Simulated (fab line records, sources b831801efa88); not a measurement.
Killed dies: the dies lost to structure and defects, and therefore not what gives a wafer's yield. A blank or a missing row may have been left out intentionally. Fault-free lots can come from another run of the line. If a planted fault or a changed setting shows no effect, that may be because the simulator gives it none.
Which tool is to blame? | flow sky130 | 36 wafers from 12 lots sampled at 3 of the route's 708 steps

## WHAT THE GAUGES READ, wafer by wafer
SKY_PWDE_OVL_MEAS_07.
lot  | measured    | on         | PWDE_OVL (nm)
L889 | day 4 02:08 | overlay-01 | 0.6 1.1 1.2
L891 | day 4 14:40 | overlay-01 | -0.8 -0.1 0.7
L892 | day 4 21:29 | overlay-01 | 0.5 -1.4 -0.2
L893 | day 4 23:38 | overlay-02 | 0.8 0.8 -0.8
L897 | day 5 22:02 | overlay-01 | 1.0 -0.1 1.0
L898 | day 6 03:07 | overlay-02 | -2.4 -0.9 -4.4
L900 | day 6 17:17 | overlay-02 | -1.0 -0.7 0.0
L902 | day 7 16:43 | overlay-01 | -0.4 -0.8 1.4
L906 | day 8 08:50 | overlay-01 | -0.5 -0.1 0.2
L909 | day 8 23:33 | overlay-02 | -0.5 0.9 1.3
L910 | day 9 00:12 | overlay-02 | 0.0 0.6 0.5
L911 | day 9 05:49 | overlay-02 | -1.1 -1.1 -1.6

SKY_NWELL_OVL_MEAS_23.
lot  | measured     | on         | NWELL_01_OVL (nm)
L889 | day 5 13:17  | overlay-01 | -0.4 0.0 0.6
L891 | day 6 00:02  | overlay-02 | -1.8 0.2 -0.6
L892 | day 6 07:35  | overlay-01 | -0.2 -0.9 0.6
L893 | day 6 10:26  | overlay-02 | -0.3 1.0 -1.3
L897 | day 7 13:17  | overlay-01 | -1.6 -1.4 -1.8
L898 | day 7 19:16  | overlay-01 | 1.0 -0.1 0.5
L900 | day 8 09:33  | overlay-02 | 3.5 2.9 -1.0
L902 | day 9 11:13  | overlay-02 | 0.2 0.2 2.3
L906 | day 10 05:11 | overlay-01 | -0.4 -1.9 0.7
L909 | day 10 19:05 | overlay-01 | -2.7 1.3 0.5
L910 | day 10 20:50 | overlay-02 | -1.1 -0.9 -2.8
L911 | day 11 03:17 | overlay-02 | -0.8 -1.8 0.8

## TOOL THAT RAN EACH LOT (tool first, then ch and the chambers of the sampled wafers, then the start)
lot  | SKY_FIELD_ISO_STRIP_16
L889 | plasma-asher-02 ch 0,1, day 2 10:22
L891 | plasma-asher-04 ch 0,1, day 2 21:43
L892 | plasma-asher-01 ch 0,1, day 3 03:00
L893 | plasma-asher-01 ch 0,1, day 3 08:16
L897 | plasma-asher-04 ch 0,1, day 4 05:22
L898 | plasma-asher-02 ch 0,1, day 4 09:18
L900 | plasma-asher-02 ch 0,1, day 4 23:14
L902 | plasma-asher-01 ch 0,1, day 5 06:10
L906 | plasma-asher-02 ch 0,1, day 6 10:07
L909 | plasma-asher-01 ch 0,1, day 7 00:22
L910 | plasma-asher-01 ch 0,1, day 7 00:45
L911 | plasma-asher-04 ch 0,1, day 7 05:43
- SKY_FIELD_ISO_STRIP_16: strips in O2/N2.

## WHAT THE TOOLS THEMSELVES READ (means of the sampled wafers that have a number; where no wafer has one, the mark that the record gives instead)
SKY_FIELD_ISO_STRIP_16.
lot  | tool            | drypump-motor-current-A (A) | oes-product-au (a.u.) | strip-time-to-endpoint-s (s)
L889 | plasma-asher-02 | 5.8                         | 0.380                 | 3.556
L891 | plasma-asher-04 | 5.8                         | 0.380                 | 3.575
L892 | plasma-asher-01 | 5.3                         | 0.373                 | 3.517
L893 | plasma-asher-01 | 5.3                         | 0.378                 | 3.504
L897 | plasma-asher-04 | 5.8                         | 0.379                 | 3.572
L898 | plasma-asher-02 | 5.6                         | 0.382                 | 3.572
L900 | plasma-asher-02 | 5.6                         | 0.381                 | 3.548
L902 | plasma-asher-01 | 5.3                         | 0.380                 | 3.525
L906 | plasma-asher-02 | 5.6                         | 0.377                 | 3.535
L909 | plasma-asher-01 | 5.6                         | 0.378                 | 3.503
L910 | plasma-asher-01 | 5.3                         | 0.378                 | 3.540
L911 | plasma-asher-04 | 5.8                         | 0.379                 | 3.531

## THE ANSWER, worked out from the rows above alone
Rule: the lots themselves supply what counts as usual. The widest of any qualifying gaps counts: lots, ordered by their means at a reading, are off when they make up no more than a third of the lots, leave a main group of 4 or more, and stand apart from it by 3 or more times the standard deviation of that group's means. A main group whose means are all the same, to the digits that the tables above print for the reading, isn't used. Also off: a lot with no number at a reading for which 4 or more lots have one. The other lots that the step has rows for count as sound. After the gauges, taken in route order, come the tools' own readings; for these a lot's mean is taken, as printed above. At the first step where some lot is off, the reading lying furthest off is the one used; lots without a number count as furthest.
Nothing can be told from this: no lot is off at any reading shown.

## WHAT THE SIMULATOR PUT IN
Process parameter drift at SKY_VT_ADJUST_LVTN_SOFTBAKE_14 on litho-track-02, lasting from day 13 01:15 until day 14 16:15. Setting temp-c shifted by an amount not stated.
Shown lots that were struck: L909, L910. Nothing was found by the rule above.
